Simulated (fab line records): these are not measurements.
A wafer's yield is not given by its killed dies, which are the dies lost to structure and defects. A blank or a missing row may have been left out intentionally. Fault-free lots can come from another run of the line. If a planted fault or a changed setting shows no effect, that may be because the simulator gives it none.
Problem report in the 8D (eight disciplines) form, filled by code || flow gf180mcu || the parts of the form that need people (team, actions taken, sign-off) are left out

## 1. PROBLEM STATEMENT
Wafers without a fault read 119.98 C, standard deviation 0.14; prime temp c at GF_MVPSD_HMDS_01 reads a mean of 122.99 C on 6 wafers belonging to 2 lots. Relative to the usual mean, that is a shift of +21 standard deviations.
The step: prime time 60 s.
The first sign was on wafer L897.1 at day 7 07:25, on litho track-04. Wafers with a number at this step in the record: 33, from 11 lots. By rule, "out" or "out of limits" means more than 4 standard deviations away from the usual mean. All remaining wafers that have a number are taken as sound.

## 2. WHAT IT IS; WHAT IT IS NOT
{"question": "which readings at this step", "is": "prime temp c", "is not": "-"}
{"question": "which lots", "is": "L897, L898", "is not": "L887, L888, L901, L903, L905, L906, L907, L908, L910"}
{"question": "which wafers of those lots", "is": "all that have a number", "is not": "-"}
{"question": "read on which tools", "is": "litho track-04", "is not": "litho track-01, litho track-02"}
{"question": "when", "is": "from day 7 07:25", "is not": "up to then (6 sound wafers); but 21 sound wafers of L901, L903, L905, L906, L907, L908, L910 came after"}

## 3. WHAT RULES OUT EACH SUSPECT
Counting: a tool at any process step up to the reading remains a suspect when it ran all the lots that are out and ran no sound lot after the first of those.
- plasma asher-03 at GF_STI_STRIP_15 (strips in O2/N2): ruled out as a lasting fault. The sound lots L903 went through it after L897, its earliest lot that is out (day 4 05:17).
- litho track-04 at GF_MVPSD_HMDS_01 (prime time 60 s): kept. Every lot that is out went through it, starting with L897 (day 7 07:25), and after that it ran no sound lot; the last sound lot it ran before then is L888 (day 4 21:19). On those wafers its own readings are out: prime temp c.
Left after counting: litho track-04 at GF_MVPSD_HMDS_01.

## 4. THE CAUSE (what the simulator had put in)
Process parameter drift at GF_MVPSD_HMDS_01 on litho track-04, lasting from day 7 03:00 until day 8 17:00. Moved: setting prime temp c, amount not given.
This tool alone remained once counting was done.

## 5. THE CHAIN OF EFFECTS, in route order
Rows list readings where the struck wafers' mean (over those with a number) sits beyond 3 standard deviations from the usual. Readings are gone through only where the record gives a usual standard deviation; hours: the median, over the lots, of the time from a lot's start at the first step in this table giving one to that lot's start at this step; sigmas: the change measured in usual standard deviations.
{"hours": 0, "step": "GF_MVPSD_HMDS_01", "reading": "prime temp c", "usual": "119.98 C", "on struck wafers": 122.99, "change": "+3.01", "sigmas": "+21"}
The process steps in it:
- GF_MVPSD_HMDS_01: prime time 60 s.
At these later measuring or inspecting steps, every struck wafer for which the step has a row has a number for every such reading, and none has moved that far: GF_POLY_GATE_CD_MEAS_10.

## 6. HOW IT WOULD HAVE BEEN CAUGHT EARLIER
In this record the first reading out of limits was taken at day 7 07:25, 4 hours after the fault began at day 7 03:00.
